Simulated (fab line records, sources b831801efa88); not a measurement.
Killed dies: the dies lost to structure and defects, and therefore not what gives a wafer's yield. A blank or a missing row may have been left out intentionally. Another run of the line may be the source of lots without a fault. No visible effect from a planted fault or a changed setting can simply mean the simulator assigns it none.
fab line records	flow sky130	part 1 of 2: steps 1 to 35 of 44
record: lots: 5	wafers: 15	last-day: 51
route steps=708 shown LDD_P@260 LDD_HVN@267 LDD_HVP@278 LDD_LDN@289
lots that met no fault: from a run of the same line without faults
start-h: start of the lot's first displayed wafer, in hours after the record's first day	wait-h: hours from the lot's prior step to this one	" repeats the value in the row above	L1.1+2: one row covering several wafers at once	- either no value or no given start	* or withheld: withheld	< > ~ a bound
route shown NAME@n: NAME is a module with steps in the file, n the number in the route of the first one	usual: the fault-free wafers' mean and standard deviation	same: alike in all rows	chamber/n: place in a boat	sites: the reading at each site	_std_site: the standard deviation of these	_edge_site: inner sites' mean taken away from outer sites' mean	radius-mm: how far each site lies from the wafer's centre	mask NAME#n: copy n	behind: the tool/chamber that last shaped the wafer	hold: why the lot went on hold/how many hours it stayed there/how the hold came to an end	device: the n, p or np transistor that did not switch	end of line: tests of these same wafers at the route's end	a step with no rows: only its recipe	killed: the dies lost at the first sort to structure and to defects; this is not the yield of the wafer	map: a wafer's dies, marking killed ones x, the rest . and places with no die _
set.NAME: the setting that was run; set.NAME@STEP: the one run at that earlier step	model.NAME: the simulator's own value behind a step, which no gauge read
lots at some steps of the route; a table a step, a row a wafer
services: when a tool's chamber went out of use (start-h, in hours from the record's first day, below 0 if earlier), for how many hours, and the reason
== steps ==
step: SKY_LDD_P_PEB_05
recipe: temp-c: withheld	time-s: *	resist: NOVOLAK
lot.wafer	tool	chamber	start-h	wait-h
L075.2+4+6	litho-track-01	0	-	-
L081.4+5+6	litho-track-04	0	-	-
L089.3+5+6	litho-track-01	0	-	-
L095.1+4+5	litho-track-04	0	-	-
L096.1+2+3	litho-track-01	0	-	-
step: SKY_LDD_P_DEVELOP_06
recipe: resist: NOVOLAK	developer: TMAH	develop-time-s: 60	dev-temp-c: 23
same: develop-time-s: 60
lot.wafer	tool	chamber	start-h	wait-h
L075.2+4+6	litho-track-01	0	467.64	0.1
L081.4+5+6	litho-track-04	0	512.74	0.1
L089.3+5+6	litho-track-01	0	578.31	0.1
L095.1+4+5	litho-track-04	0	626.12	0.1
L096.1+2+3	litho-track-01	0	633.46	0.1
step: SKY_LDD_P_CD_MEAS_07
recipe: target-cd-nm: 380
usual: cd-nm: 380.8/2.5
lot.wafer	tool	chamber	start-h	wait-h	cd-nm
L075.2	cd-sem-01	-	467.78	0.1	380.1
L075.4	"	-	"	"	379.9
L075.6	"	-	"	"	381.6
L081.4	cd-sem-02	-	512.88	0.1	381.3
L081.5	"	-	"	"	379.8
L081.6	"	-	"	"	381.0
L089.3	cd-sem-01	-	578.45	0.1	381.7
L089.5	"	-	"	"	381.2
L089.6	"	-	"	"	381.3
L095.1	cd-sem-01	-	626.27	0.1	380.1
L095.4	"	-	"	"	375.7
L095.5	"	-	"	"	379.3
L096.1	cd-sem-01	-	633.61	0.1	381.1
L096.2	"	-	"	"	382.7
L096.3	"	-	"	"	380.9
step: SKY_LDD_P_OVL_MEAS_08
usual: LDD_P_OVL: 1.0/1.3
lot.wafer	tool	chamber	start-h	wait-h	LDD_P_OVL[nm]
L075.2	overlay-02	-	467.89	0.1	1.1
L075.4	"	-	"	"	-0.1
L075.6	"	-	"	"	1.3
L081.4	overlay-01	-	512.96	0.1	1.6
L081.5	"	-	"	"	1.3
L081.6	"	-	"	"	-1.1
L089.3	overlay-02	-	578.54	0.1	1.6
L089.5	"	-	"	"	-0.7
L089.6	"	-	"	"	-0.5
L095.1	overlay-02	-	626.39	0.1	-0.5
L095.4	"	-	"	"	0.9
L095.5	"	-	"	"	1.9
L096.1	overlay-02	-	633.73	0.1	-1.0
L096.2	"	-	"	"	-1.3
L096.3	"	-	"	"	-0.8
step: SKY_LDD_P_IMPLANT_09
recipe: species: BF2	energy-kev: 25	dose-cm2: 1e+13	tilt-deg: withheld
usual: dose-ions-cm2: 9.999e+12/1.1e+10
same: implant-ion-amu: 49
lot.wafer	tool	chamber	start-h	wait-h	dose-ions-cm2
L075.2	implanter-01	0	467.94	0.0	9.991e+12
L075.4	"	0	"	"	1.0008e+13
L075.6	"	0	"	"	9.989e+12
L081.4	implanter-04	0	513.05	0.1	9.992e+12
L081.5	"	0	"	"	1.0002e+13
L081.6	"	0	"	"	9.998e+12
L089.3	implanter-01	0	578.62	0.1	9.997e+12
L089.5	"	0	"	"	1e+13
L089.6	"	0	"	"	1.0008e+13
L095.1	implanter-04	0	626.42	0.0	9.979e+12
L095.4	"	0	"	"	1.0009e+13
L095.5	"	0	"	"	1.0015e+13
L096.1	implanter-03	0	633.77	0.0	9.997e+12
L096.2	"	0	"	"	1.0007e+13
L096.3	"	0	"	"	1.0029e+13
step: SKY_LDD_P_STRIP_10
recipe: chemistry: O2/N2	power-w: 1400	pressure-mtorr: 1500	platen-temp-c: withheld	o2-flow-sccm: 3000	n2-flow-sccm: 300	overash-fraction: 0.5
usual: drypump-motor-current-A: 5.6/0.38	oes-product-au: 0.715/0.0042	strip-time-to-endpoint-s: 14.17/0.034
lot.wafer	tool	chamber	start-h	wait-h	drypump-motor-current-A	oes-product-au	rf-hours-counter-h	strip-time-to-endpoint-s
L075.2	plasma-asher-03	0	468.07	0.1	5.4	0.714	4	14.19
L075.4	"	1	"	"	5.2	0.711	-	14.20
L075.6	"	1	"	"	5.2	0.713	-	14.19
L081.4	plasma-asher-02	1	513.16	0.1	6.1	0.712	-	14.22
L081.5	"	0	"	"	6.0	0.713	-	14.21
L081.6	"	1	"	"	6.1	0.716	-	14.19
L089.3	plasma-asher-02	1	578.75	0.1	6.1	0.712	-	14.18
L089.5	"	1	"	"	6.1	0.717	-	14.14
L089.6	"	0	"	"	5.9	0.712	-	14.25
L095.1	plasma-asher-03	0	626.57	0.1	5.4	0.712	23	14.14
L095.4	"	1	"	"	5.2	0.714	-	14.16
L095.5	"	0	"	"	5.4	0.721	-	14.14
L096.1	plasma-asher-03	0	633.92	0.1	5.4	0.713	24	14.23
L096.2	"	1	"	"	5.2	0.716	24	14.23
L096.3	"	0	"	"	5.4	0.713	-	14.19
step: SKY_LDD_P_TW_MEAS_11
usual: LDD_P_TW: 638/4
lot.wafer	tool	chamber	start-h	wait-h	LDD_P_TW
L075.2	film-metro-04	-	468.18	0.1	637
L075.4	"	-	"	"	633
L075.6	"	-	"	"	638
L081.4	film-metro-01	-	513.25	0.1	640
L081.5	"	-	"	"	634
L081.6	"	-	"	"	640
L089.3	film-metro-01	-	578.84	0.1	634
L089.5	"	-	"	"	632
L089.6	"	-	"	"	636
L095.1	film-metro-02	-	626.67	0.1	644
L095.4	"	-	"	"	643
L095.5	"	-	"	"	645
L096.1	film-metro-04	-	634.02	0.1	631
L096.2	"	-	"	"	634
L096.3	"	-	"	"	634
step: SKY_LDD_HVN_DEHYDRATE_00
recipe: temp-c: 200	time-s: 60
lot.wafer	tool	chamber	start-h	wait-h
L075.2+4+6	litho-track-03	0	482.67	14.5
L081.4+5+6	litho-track-03	0	527.77	14.5
L089.3+5+6	litho-track-01	0	593.76	14.9
L095.1+4+5	litho-track-02	0	640.80	14.1
L096.1+2+3	litho-track-02	0	647.90	13.9
step: SKY_LDD_HVN_HMDS_01
recipe: prime-time-s: 60	prime-temp-c: 120
lot.wafer	tool	chamber	start-h	wait-h
L075.2+4+6	litho-track-03	0	482.82	0.1
L081.4+5+6	litho-track-03	0	527.92	0.1
L089.3+5+6	litho-track-01	0	593.91	0.1
L095.1+4+5	litho-track-02	0	640.95	0.1
L096.1+2+3	litho-track-02	0	648.05	0.1
step: SKY_LDD_HVN_COAT_02
recipe: resist: NOVOLAK	spin-rpm: 3000	resist-thk-nm: 300
lot.wafer	tool	chamber	start-h	wait-h
L075.2+4+6	litho-track-03	0	482.97	0.1
L081.4+5+6	litho-track-03	0	528.07	0.1
L089.3+5+6	litho-track-01	0	594.06	0.1
L095.1+4+5	litho-track-02	0	641.10	0.1
L096.1+2+3	litho-track-02	0	648.20	0.1
step: SKY_LDD_HVN_SOFTBAKE_03
recipe: temp-c: 90	time-s: 60	resist: NOVOLAK
lot.wafer	tool	chamber	start-h	wait-h
L075.2+4+6	litho-track-03	0	483.12	0.1
L081.4+5+6	litho-track-03	0	528.22	0.1
L089.3+5+6	litho-track-01	0	594.21	0.1
L095.1+4+5	litho-track-02	0	641.25	0.1
L096.1+2+3	litho-track-02	0	648.35	0.1
step: SKY_LDD_HVN_EXPOSE_04
recipe: mask-id: HVNTM	na: 0.6	source-shape: conventional	sigma-outer: 0.6	polarization: unpolarized	target-cd-nm: 700	dose-mj: 127
lot.wafer	tool	chamber	start-h	wait-h	mask
L075.2+4+6	iline-stepper-02	0	-	-	HVNTM#0
L081.4+5+6	iline-stepper-02	0	-	-	HVNTM#0
L089.3+5+6	iline-stepper-01	0	-	-	HVNTM#0
L095.1+4+5	iline-stepper-01	0	-	-	HVNTM#0
L096.1+2+3	iline-stepper-02	0	-	-	HVNTM#0
step: SKY_LDD_HVN_PEB_05
recipe: temp-c: withheld	time-s: *	resist: NOVOLAK
lot.wafer	tool	chamber	start-h	wait-h
L075.2+4+6	litho-track-02	0	-	-
L081.4+5+6	litho-track-01	0	-	-
L089.3+5+6	litho-track-02	0	-	-
L095.1+4+5	litho-track-02	0	-	-
L096.1+2+3	litho-track-03	0	-	-
step: SKY_LDD_HVN_DEVELOP_06
recipe: resist: NOVOLAK	developer: TMAH	develop-time-s: 60	dev-temp-c: 23
same: develop-time-s: 60
lot.wafer	tool	chamber	start-h	wait-h
L075.2+4+6	litho-track-02	0	498.93	0.1
L081.4+5+6	litho-track-01	0	543.14	0.1
L089.3+5+6	litho-track-02	0	609.05	0.1
L095.1+4+5	litho-track-02	0	655.85	0.1
L096.1+2+3	litho-track-03	0	662.39	0.1
step: SKY_LDD_HVN_OVL_MEAS_07
usual: LDD_HVN_OVL: 0.3/1.1
lot.wafer	tool	chamber	start-h	wait-h	LDD_HVN_OVL[nm]
L075.2	overlay-02	-	499.06	0.1	-0.6
L075.4	"	-	"	"	0.1
L075.6	"	-	"	"	-0.3
L081.4	overlay-02	-	543.23	0.1	0.4
L081.5	"	-	"	"	2.5
L081.6	"	-	"	"	0.8
L089.3	overlay-01	-	609.17	0.1	-1.4
L089.5	"	-	"	"	-0.8
L089.6	"	-	"	"	1.0
L095.1	overlay-01	-	656.00	0.1	-1.5
L095.4	"	-	"	"	0.6
L095.5	"	-	"	"	1.5
L096.1	overlay-02	-	662.54	0.1	0.2
L096.2	"	-	"	"	0.6
L096.3	"	-	"	"	1.0
step: SKY_LDD_HVN_IMPLANT_08
recipe: species: P	energy-kev: 60	dose-cm2: 3e+13	tilt-deg: 40
usual: dose-ions-cm2: 3.001e+13/3e+10
same: implant-ion-amu: 31
lot.wafer	tool	chamber	start-h	wait-h	dose-ions-cm2
L075.2	implanter-02	0	499.12	0.0	2.997e+13
L075.4	"	0	"	"	2.997e+13
L075.6	"	0	"	"	2.997e+13
L081.4	implanter-01	0	543.32	0.1	2.999e+13
L081.5	"	0	"	"	3e+13
L081.6	"	0	"	"	2.999e+13
L089.3	implanter-03	0	609.24	0.1	3.001e+13
L089.5	"	0	"	"	2.998e+13
L089.6	"	0	"	"	3.002e+13
L095.1	implanter-02	0	656.04	0.0	2.997e+13
L095.4	"	0	"	"	3e+13
L095.5	"	0	"	"	3.003e+13
L096.1	implanter-03	0	662.65	0.1	3.004e+13
L096.2	"	0	"	"	3.003e+13
L096.3	"	0	"	"	2.997e+13
step: SKY_LDD_HVN_STRIP_09
recipe: chemistry: O2/N2	power-w: 1400	pressure-mtorr: 1500	platen-temp-c: withheld	o2-flow-sccm: 3000	n2-flow-sccm: 300	overash-fraction: 0.5
usual: drypump-motor-current-A: 5.8/0.41	oes-product-au: 0.408/0.0047	strip-time-to-endpoint-s: 4.136/0.017
lot.wafer	tool	chamber	start-h	wait-h	drypump-motor-current-A	oes-product-au	rf-hours-counter-h	strip-time-to-endpoint-s
L075.2	plasma-asher-01	1	499.24	0.1	5.2	0.415	84	4.112
L075.4	"	1	"	"	5.1	0.394	-	4.116
L075.6	"	0	"	"	6.0	0.403	-	4.111
L081.4	plasma-asher-02	1	543.43	0.1	6.1	0.405	-	4.123
L081.5	"	0	"	"	6.0	0.404	-	4.129
L081.6	"	1	"	"	6.1	0.401	-	4.130
L089.3	plasma-asher-02	0	609.37	0.1	6.0	0.404	-	4.138
L089.5	"	1	"	"	6.1	0.408	-	4.139
L089.6	"	0	"	"	6.0	0.406	-	4.145
L095.1	plasma-asher-01	1	656.19	0.1	5.1	0.414	102	4.148
L095.4	"	1	"	"	5.1	0.416	-	4.157
L095.5	"	0	"	"	6.0	0.410	-	4.156
L096.1	plasma-asher-01	0	662.80	0.1	6.0	0.411	102	4.132
L096.2	"	1	"	"	5.1	0.406	102	4.144
L096.3	"	0	"	"	6.0	0.408	-	4.133
step: SKY_LDD_HVN_TW_MEAS_10
usual: LDD_HVN_TW: 1447/5.6
lot.wafer	tool	chamber	start-h	wait-h	LDD_HVN_TW
L075.2	film-metro-02	-	499.35	0.1	1452
L075.4	"	-	"	"	1446
L075.6	"	-	"	"	1453
L081.4	film-metro-02	-	543.53	0.1	1450
L081.5	"	-	"	"	1444
L081.6	"	-	"	"	1449
L089.3	film-metro-02	-	609.46	0.1	1456
L089.5	"	-	"	"	1452
L089.6	"	-	"	"	1463
L095.1	film-metro-03	-	656.29	0.1	1449
L095.4	"	-	"	"	1441
L095.5	"	-	"	"	1445
L096.1	film-metro-02	-	662.90	0.1	1449
L096.2	"	-	"	"	1443
L096.3	"	-	"	"	1449
step: SKY_LDD_HVP_DEHYDRATE_00
recipe: temp-c: 200	time-s: 60
lot.wafer	tool	chamber	start-h	wait-h
L075.2+4+6	litho-track-02	0	514.23	14.9
L081.4+5+6	litho-track-04	0	558.49	15.0
L089.3+5+6	litho-track-03	0	623.94	14.5
L095.1+4+5	litho-track-02	0	670.20	13.9
L096.1+2+3	litho-track-03	0	676.59	13.7
step: SKY_LDD_HVP_HMDS_01
recipe: prime-time-s: 60	prime-temp-c: 120
lot.wafer	tool	chamber	start-h	wait-h
L075.2+4+6	litho-track-02	0	514.38	0.1
L081.4+5+6	litho-track-04	0	558.64	0.1
L089.3+5+6	litho-track-03	0	624.09	0.1
L095.1+4+5	litho-track-02	0	670.35	0.1
L096.1+2+3	litho-track-03	0	676.74	0.1
step: SKY_LDD_HVP_COAT_02
recipe: resist: NOVOLAK	spin-rpm: 3000	resist-thk-nm: 300
lot.wafer	tool	chamber	start-h	wait-h
L075.2+4+6	litho-track-02	0	514.53	0.1
L081.4+5+6	litho-track-04	0	558.79	0.1
L089.3+5+6	litho-track-03	0	624.24	0.1
L095.1+4+5	litho-track-02	0	670.50	0.1
L096.1+2+3	litho-track-03	0	676.89	0.1
step: SKY_LDD_HVP_SOFTBAKE_03
recipe: temp-c: 90	time-s: 60	resist: NOVOLAK
lot.wafer	tool	chamber	start-h	wait-h
L075.2+4+6	litho-track-02	0	514.68	0.1
L081.4+5+6	litho-track-04	0	558.94	0.1
L089.3+5+6	litho-track-03	0	624.39	0.1
L095.1+4+5	litho-track-02	0	670.65	0.1
L096.1+2+3	litho-track-03	0	677.04	0.1
step: SKY_LDD_HVP_EXPOSE_04
recipe: mask-id: HVPTM	na: 0.6	source-shape: conventional	sigma-outer: 0.6	polarization: unpolarized	target-cd-nm: 700	dose-mj: 86
lot.wafer	tool	chamber	start-h	wait-h	mask
L075.2+4+6	iline-stepper-02	0	-	-	HVPTM#0
L081.4+5+6	iline-stepper-02	0	-	-	HVPTM#0
L089.3+5+6	iline-stepper-01	0	-	-	HVPTM#0
L095.1+4+5	iline-stepper-02	0	-	-	HVPTM#0
L096.1+2+3	iline-stepper-01	0	-	-	HVPTM#0
step: SKY_LDD_HVP_PEB_05
recipe: temp-c: withheld	time-s: *	resist: NOVOLAK
lot.wafer	tool	chamber	start-h	wait-h
L075.2+4+6	litho-track-02	0	-	-
L081.4+5+6	litho-track-04	0	-	-
L089.3+5+6	litho-track-03	0	-	-
L095.1+4+5	litho-track-03	0	-	-
L096.1+2+3	litho-track-02	0	-	-
step: SKY_LDD_HVP_DEVELOP_06
recipe: resist: NOVOLAK	developer: TMAH	develop-time-s: 60	dev-temp-c: 23
same: develop-time-s: 60
lot.wafer	tool	chamber	start-h	wait-h
L075.2+4+6	litho-track-02	0	530.03	0.1
L081.4+5+6	litho-track-04	0	574.49	0.1
L089.3+5+6	litho-track-03	0	639.34	0.1
L095.1+4+5	litho-track-03	0	684.69	0.1
L096.1+2+3	litho-track-02	0	691.60	0.1
step: SKY_LDD_HVP_OVL_MEAS_07
usual: LDD_HVP_OVL: 0.7/1.3
lot.wafer	tool	chamber	start-h	wait-h	LDD_HVP_OVL[nm]
L075.2	overlay-01	-	530.16	0.1	0.9
L075.4	"	-	"	"	-0.6
L075.6	"	-	"	"	1.1
L081.4	overlay-01	-	574.58	0.1	3.6
L081.5	"	-	"	"	2.8
L081.6	"	-	"	"	0.0
L089.3	overlay-01	-	639.45	0.1	0.1
L089.5	"	-	"	"	1.3
L089.6	"	-	"	"	-0.5
L095.1	overlay-01	-	684.84	0.1	-1.3
L095.4	"	-	"	"	-0.3
L095.5	"	-	"	"	0.5
L096.1	overlay-02	-	691.75	0.1	-0.9
L096.2	"	-	"	"	1.3
L096.3	"	-	"	"	1.3
step: SKY_LDD_HVP_IMPLANT_08
recipe: species: B	energy-kev: 20	dose-cm2: 1.7e+13	tilt-deg: 17.9
usual: dose-ions-cm2: 1.7005e+13/2e+10
same: implant-ion-amu: 11
lot.wafer	tool	chamber	start-h	wait-h	dose-ions-cm2
L075.2	implanter-04	0	530.22	0.0	1.6978e+13
L075.4	"	0	"	"	1.7012e+13
L075.6	"	0	"	"	1.7006e+13
L081.4	implanter-03	0	574.68	0.1	1.7e+13
L081.5	"	0	"	"	1.6999e+13
L081.6	"	0	"	"	1.6943e+13
L089.3	implanter-04	0	639.53	0.1	1.7023e+13
L089.5	"	0	"	"	1.7018e+13
L089.6	"	0	"	"	1.7015e+13
L095.1	implanter-04	0	684.88	0.0	1.6991e+13
L095.4	"	0	"	"	1.6985e+13
L095.5	"	0	"	"	1.7029e+13
L096.1	implanter-03	0	691.79	0.0	1.7003e+13
L096.2	"	0	"	"	1.7e+13
L096.3	"	0	"	"	1.6987e+13
step: SKY_LDD_HVP_STRIP_09
recipe: chemistry: O2/N2	power-w: 1400	pressure-mtorr: 1500	platen-temp-c: withheld	o2-flow-sccm: 3000	n2-flow-sccm: 300	overash-fraction: 0.5
usual: drypump-motor-current-A: 5.5/0.38	oes-product-au: 0.408/0.0047	strip-time-to-endpoint-s: 4.133/0.013
lot.wafer	tool	chamber	start-h	wait-h	drypump-motor-current-A	oes-product-au	rf-hours-counter-h	strip-time-to-endpoint-s
L075.2	plasma-asher-03	0	530.34	0.1	5.5	0.400	11	4.138
L075.4	"	0	"	"	5.5	0.410	-	4.140
L075.6	"	0	"	"	5.4	0.410	-	4.140
L081.4	plasma-asher-01	0	574.79	0.1	6.0	0.393	-	4.121
L081.5	"	1	"	"	5.1	0.415	-	4.144
L081.6	"	0	"	"	6.0	0.409	-	4.140
L089.3	plasma-asher-01	0	639.66	0.1	6.0	0.412	-	4.138
L089.5	"	1	"	"	5.2	0.404	-	4.152
L089.6	"	0	"	"	6.0	0.408	-	4.147
L095.1	plasma-asher-04	0	685.03	0.1	5.3	0.405	77	4.128
L095.4	"	1	"	"	6.1	0.398	-	4.119
L095.5	"	0	"	"	5.2	0.401	-	4.122
L096.1	plasma-asher-04	0	691.94	0.1	5.2	0.411	78	4.124
L096.2	"	1	"	"	6.1	0.408	78	4.106
L096.3	"	0	"	"	5.3	0.416	-	4.122
step: SKY_LDD_HVP_TW_MEAS_10
usual: LDD_HVP_TW: 457.3/2.7
lot.wafer	tool	chamber	start-h	wait-h	LDD_HVP_TW
L075.2	film-metro-04	-	530.45	0.1	457.2
L075.4	"	-	"	"	454.8
L075.6	"	-	"	"	457.3
L081.4	film-metro-04	-	574.88	0.1	456.4
L081.5	"	-	"	"	455.7
L081.6	"	-	"	"	457.2
L089.3	film-metro-04	-	639.75	0.1	451.5
L089.5	"	-	"	"	453.6
L089.6	"	-	"	"	452.7
L095.1	film-metro-04	-	685.13	0.1	454.5
L095.4	"	-	"	"	454.8
L095.5	"	-	"	"	453.7
L096.1	film-metro-03	-	692.04	0.1	462.1
L096.2	"	-	"	"	458.4
L096.3	"	-	"	"	460.2
step: SKY_LDD_LDN_DEHYDRATE_00
recipe: temp-c: 200	time-s: 60
lot.wafer	tool	chamber	start-h	wait-h
L075.2+4+6	litho-track-04	0	544.59	14.1
L081.4+5+6	litho-track-02	0	589.03	14.1
L089.3+5+6	litho-track-01	0	653.61	13.9
L095.1+4+5	litho-track-01	0	699.36	14.2
L096.1+2+3	litho-track-04	0	706.02	14.0
step: SKY_LDD_LDN_HMDS_01
recipe: prime-time-s: 60	prime-temp-c: 120
lot.wafer	tool	chamber	start-h	wait-h
L075.2+4+6	litho-track-04	0	544.74	0.1
L081.4+5+6	litho-track-02	0	589.18	0.1
L089.3+5+6	litho-track-01	0	653.76	0.1
L095.1+4+5	litho-track-01	0	699.51	0.1
L096.1+2+3	litho-track-04	0	706.17	0.1
step: SKY_LDD_LDN_COAT_02
recipe: resist: NOVOLAK	spin-rpm: 3000	resist-thk-nm: 1140
lot.wafer	tool	chamber	start-h	wait-h
L075.2+4+6	litho-track-04	0	544.89	0.1
L081.4+5+6	litho-track-02	0	589.33	0.1
L089.3+5+6	litho-track-01	0	653.91	0.1
L095.1+4+5	litho-track-01	0	699.66	0.1
L096.1+2+3	litho-track-04	0	706.32	0.1
step: SKY_LDD_LDN_SOFTBAKE_03
recipe: temp-c: 90	time-s: 60	resist: NOVOLAK
lot.wafer	tool	chamber	start-h	wait-h
L075.2+4+6	litho-track-04	0	545.04	0.1
L081.4+5+6	litho-track-02	0	589.48	0.1
L089.3+5+6	litho-track-01	0	654.06	0.1
L095.1+4+5	litho-track-01	0	699.81	0.1
L096.1+2+3	litho-track-04	0	706.47	0.1
step: SKY_LDD_LDN_EXPOSE_04
recipe: mask-id: LDNTM	na: 0.6	source-shape: conventional	sigma-outer: 0.6	polarization: unpolarized	target-cd-nm: 700	dose-mj: 140
lot.wafer	tool	chamber	start-h	wait-h	mask
L075.2+4+6	iline-stepper-01	0	-	-	LDNTM#0
L081.4+5+6	iline-stepper-01	0	-	-	LDNTM#0
L089.3+5+6	iline-stepper-01	0	-	-	LDNTM#0
L095.1+4+5	iline-stepper-02	0	-	-	LDNTM#0
L096.1+2+3	iline-stepper-01	0	-	-	LDNTM#0
step: SKY_LDD_LDN_PEB_05
recipe: temp-c: withheld	time-s: *	resist: NOVOLAK
lot.wafer	tool	chamber	start-h	wait-h
L075.2+4+6	litho-track-02	0	-	-
L081.4+5+6	litho-track-01	0	-	-
L089.3+5+6	litho-track-01	0	-	-
L095.1+4+5	litho-track-04	0	-	-
L096.1+2+3	litho-track-01	0	-	-
